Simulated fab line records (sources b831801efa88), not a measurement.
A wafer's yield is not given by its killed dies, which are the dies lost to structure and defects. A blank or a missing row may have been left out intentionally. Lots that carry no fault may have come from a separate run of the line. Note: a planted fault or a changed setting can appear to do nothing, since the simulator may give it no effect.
Which tool did it? | flow gf180mcu | Sampling: 6 lots, 18 wafers, 2 of 602 route steps

WHAT THE GAUGES READ, wafer by wafer
GF_VT_IMPLANT_OVL_MEAS_07.
lot  | measured     | on         | VT_IMPLANT_OVL (nm)
L232 | day 7 09:26  | overlay-01 | 0.9 1.1 1.3
L234 | day 7 20:39  | overlay-01 | 1.0 0.6 -0.1
L240 | day 9 10:00  | overlay-01 | - - -
L244 | day 10 13:59 | overlay-02 | -0.2 0.6 0.8
L246 | day 10 23:06 | overlay-01 | -2.8 -2.3 -2.8
L248 | day 11 14:20 | overlay-01 | -1.9 -0.8 -1.7

WHAT TOOL EACH LOT RAN ON (gives the tool, then ch and the chambers of the sampled wafers, and finally the start)
lot  | GF_VT_IMPLANT_COAT_02
L232 | litho_track-02 ch 0, day 7 01:47
L234 | litho_track-04 ch 0, day 7 12:37
L240 | litho_track-02, day 9 01:05
L244 | litho_track-04 ch 0, day 10 04:29
L246 | litho_track-02 ch 0, day 10 13:35
L248 | litho_track-04 ch 0, day 11 05:02
- GF_VT_IMPLANT_COAT_02: resist thk 1000 nm.

THE ANSWER, worked out from the rows above alone
Rule: the usual values come from the lots themselves. The widest of any qualifying gaps counts: lots, ordered by their means at a reading, are off when they make up no more than a third of the lots, leave a main group of 4 or more, and stand apart from it by 3 or more times the standard deviation of that group's means. The tables above print the reading to a certain number of digits; a main group whose means all agree to those digits is not used. Also off: a lot with no number at a reading for which 4 or more lots have one. Any other lot the step has rows for is counted as sound.
Off: L240, seen at GF_VT_IMPLANT_OVL_MEAS_07 (VT_IMPLANT_OVL). Without a number there: L240. The main group has a mean of -0.4 nm with a standard deviation of 1.4.
A tool fits if, at a process step before that reading, it ran every lot that is off, and no sound lot after the first of them. The gauges at GF_VT_IMPLANT_OVL_MEAS_07 are tried like those tools. Not one of the candidates tried fits.

WHAT THE SIMULATOR HAD PUT IN
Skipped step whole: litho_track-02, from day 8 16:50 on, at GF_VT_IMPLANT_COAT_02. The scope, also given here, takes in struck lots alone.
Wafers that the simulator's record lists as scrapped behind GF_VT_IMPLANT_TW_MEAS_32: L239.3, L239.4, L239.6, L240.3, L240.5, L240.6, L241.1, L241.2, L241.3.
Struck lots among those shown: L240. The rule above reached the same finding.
